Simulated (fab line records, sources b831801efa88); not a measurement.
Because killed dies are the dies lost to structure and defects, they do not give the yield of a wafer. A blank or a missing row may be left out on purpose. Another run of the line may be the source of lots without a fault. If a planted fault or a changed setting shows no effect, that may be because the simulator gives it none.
Comparing a struck lot with a sound one    flow sky130    43 out of 708 route steps
Sound: wafers L894.1, L894.4, L894.6. Wafers L905.1, L905.3, L905.4 were the ones struck. The cause is given at the end.
Order at every step that has rows: each side's tool, ch and its chambers, its first start. Under that, the readings that differ: sound wafers    struck wafers    difference of the means    sigmas: that difference in standard deviations of wafers without a fault.
alike: readings with means less than 2 such deviations apart, plus words and numbers identical on both sides. not compared: withheld readings, readings lacking a value on some wafer, bounds such as >300 that could conceal the same value, and numbers that have no deviation in the record and whose values overlap.
Wherever a step has rows on one side only, a row that says differs or no value, or a row with sigmas, the two part there. Numbers that don't overlap but have no deviation are shown without sigmas and don't part them. Lack of a reading on every wafer of one side parts them only where that side has two or more wafers.

SKY_VIA3_SPUTTER_20: material TiN, target thk 20 nm, time 80 s.
  sound on pvd-sputter-01 at day 40 22:17; struck on pvd-sputter-03 at day 44 06:07
reading                 sound           struck          difference  sigmas
throttle-valve-pct (%)  28.5 29.4 28.5  30.7 30.9 31.0  +2.1        +2
then, 1 step without rows for these wafers: SKY_VIA3_CVD_21 (deposits W, target thk 390 nm, time 117.31 s).
SKY_VIA3_RS_MEAS_22: the measuring method here is four-point-probe.
  sound on film-metro-03 at day 40 22:28; struck on film-metro-04 at day 44 06:19
  alike: VIA3_W_RS
SKY_VIA3_THK_MEAS_23: measures by xrf.
  sound on film-metro-03 at day 40 22:35; struck on film-metro-04 at day 44 06:26
  alike: VIA3_W_THK
SKY_VIA3_CMP_24: polishes, stops on SiO2, t overpolish 20 s, target thk 0 nm.
  sound on cmp-01 ch 1,2,3, day 40 22:45; struck on cmp-02 ch 0,2,3, day 44 06:29
  alike: motor-current-A, overpolish-run-s, time-to-endpoint-s
then, 1 step without rows for these wafers: SKY_METAL4_SPUTTER_00 (material Ti, target thk 15 nm, time 10 s).
SKY_METAL4_SPUTTER_01: material TiN, target thk 20 nm, time 16.7 s.
  sound on pvd-sputter-02 at day 40 22:58; struck on pvd-sputter-01 at day 44 06:49
  alike: throttle-valve-pct
then, 1 step without rows for these wafers: SKY_METAL4_SPUTTER_02 (material AlCu, target thk 735 nm, time 39.1 s).
SKY_METAL4_SPUTTER_03: material Ti, target thk 5 nm, time 3.3 s.
  sound on pvd-sputter-02 at day 40 23:02; struck on pvd-sputter-01 at day 44 06:52
  alike: throttle-valve-pct
then, 2 steps without rows for these wafers: SKY_METAL4_SPUTTER_04 (material TiN, target thk 70 nm, time 58.3 s); SKY_CAP2M_CVD_00 (deposits SiO2, target thk 15.5 nm).
SKY_CAP2M_THK_MEAS_01:
  sound on film-metro-01 at day 40 23:08; struck on film-metro-02 at day 44 06:58
reading                sound              struck             difference  sigmas
CAP2M_CVD_00_THK (nm)  15.36 15.49 15.64  14.81 14.91 15.18  -0.53       -2
SKY_CAP2M_SPUTTER_02: material TiN, target thk 200 nm, time 166.7 s.
  sound on pvd-sputter-04 at day 40 23:11; struck on pvd-sputter-03 at day 44 07:01
  alike: throttle-valve-pct
SKY_CAP2M_RS_MEAS_03: the measuring method here is four-point-probe.
  sound on film-metro-02 at day 40 23:17; struck on film-metro-01 at day 44 07:08
  alike: CAP2M_TIN_RS
SKY_CAP2M_THK_MEAS_04: measures by xrf.
  sound on film-metro-02 at day 40 23:25; struck on film-metro-01 at day 44 07:15
  alike: CAP2M_TIN_THK
then, 7 steps without rows for these wafers: SKY_CAP2M_DEHYDRATE_05 (time 60 s); SKY_CAP2M_HMDS_06 (prime time 60 s); SKY_CAP2M_COAT_07 (resist thk 1140 nm); SKY_CAP2M_SOFTBAKE_08 (time 60 s); SKY_CAP2M_EXPOSE_09 (exposes mask CAP2M, target cd 1000 nm); SKY_CAP2M_PEB_10; SKY_CAP2M_DEVELOP_11 (develop time 60 s).
SKY_CAP2M_OVL_MEAS_12:
  sound on overlay-01 at day 41 22:19; struck on overlay-02 at day 45 04:58
  alike: CAP2M_OVL
then, 13 steps without rows for these wafers: SKY_CAP2M_METAL_ETCH_13 (etches TiN in Cl2/BCl3, stops on SiO2, target depth 220 nm, time 62.9 s); SKY_CAP2M_STRIP_14 (strips in O2/N2); SKY_CAP2M_STRIP_15 (strips in post etch residue remover, time 1200 s); SKY_CAP2M_CLEAN_16 (cleans in IPA, time 180 s); SKY_CAP2M_CLEAN_17 (cleans in O3/DIW); SKY_METAL4_DEHYDRATE_05 (time 60 s); SKY_METAL4_HMDS_06 (prime time 60 s); SKY_METAL4_COAT_07 (resist thk 60 nm); SKY_METAL4_COAT_08 (resist thk 1140 nm); SKY_METAL4_SOFTBAKE_09 (time 90 s); SKY_METAL4_EXPOSE_10 (exposes mask MM4, target cd 300 nm); SKY_METAL4_PEB_11; SKY_METAL4_DEVELOP_12 (develop time 60 s).
SKY_METAL4_CD_MEAS_13 targets a cd of 300 nm.
  sound on cd-sem-02 at day 42 22:25; struck on cd-sem-02 at day 46 03:16
  alike: cd-nm
SKY_METAL4_OVL_MEAS_14:
  sound on overlay-02 at day 42 22:32; struck on overlay-02 at day 46 03:23
  alike: METAL4_OVL
then, 1 step without rows for these wafers: SKY_METAL4_DESCUM_15 (chemistry O2, time 8 s).
SKY_METAL4_ETCH_16: etches BARC in N2/H2, stops on SiO2, time 91.81 s, target depth 60 nm.
  sound on rie-metal-01 ch 0,1, day 42 22:36; struck on rie-metal-01 ch 0,1, day 46 03:27
  alike: drypump-motor-current-A, he-backside-leak-sccm, oes-product-au, throttle-valve-pct
  not compared: rf-hours-counter-h
then, 2 steps without rows for these wafers: SKY_METAL4_ETCH_17 (etches SiO2 in C4F8/O2/Ar, stops on TiN, time 3.9 s, target depth 15 nm); SKY_METAL4_METAL_ETCH_18 (etches the open film in Cl2/BCl3, stops on SiO2, target depth 845 nm, time 183.1 s).
-- the record jumps here: 3 days lie between the struck wafers' starts before and after (it left off in module METAL4 and takes up again in module PAD_OPEN, whose first step shown is number 708 of the route) --
SKY_PAD_OPEN_PROBE_99:
  sound on prober-01 at day 46 18:37; struck on prober-01 at day 49 12:17
reading                                sound                 struck                                                                      difference                    sigmas
hold                                   - - -                 await-dispo/2.5h/release await-dispo/2.5h/release await-dispo/2.5h/release  no value on the sound wafers  
defect-limited-yield (%)               83.3 86.2 87.2        74.8 72.4 74.0                                                              -11.8                         -6
killed-at-other                        0 0 0                 45 59 59                                                                    +54                           +99 or more
killed-dies                            82 68 63              124 136 128                                                                 +58                           +6
sort_bin_3_pad_short (%)               0.6 0.4 0.4           4.3 3.0 3.7                                                                 +3.2                          +8
sort_bin_5_function (%)                11.4 7.9 6.9          15.2 18.1 15.4                                                              +7.5                          +5
sort-n-pass                            410 424 429           368 356 364                                                                 -58                           -6
sort-yield-pct (%)                     83.3 86.2 87.2        74.8 72.4 74.0                                                              -11.8                         -6
model.etest.tester.sort-n-pass         410 424 429           368 356 364                                                                 -58                           
model.etest.tester.sort-yield-pct (%)  83.33 86.18 87.2      74.8 72.36 73.98                                                            -11.9                         
model.etest.tester.sort_bin_5_pct (%)  11.38 7.927 6.911     15.24 18.09 15.45                                                           +7.52                         
model.etest.tester.sort_bin_3_pct (%)  0.6098 0.4065 0.4065  4.268 3.049 3.659                                                           +3.184                        
  alike: killed_at_M0_to_M3, killed_at_M4_up, killed-at-contacts, killed-at-front-end, killed-open, killed-short, sort_bin_6_memory, sort_bin_8_speed

WHERE THEY PART
Earliest at SKY_VIA3_SPUTTER_20; latest, in this record, at SKY_PAD_OPEN_PROBE_99.

WHY: whatever the simulator had introduced
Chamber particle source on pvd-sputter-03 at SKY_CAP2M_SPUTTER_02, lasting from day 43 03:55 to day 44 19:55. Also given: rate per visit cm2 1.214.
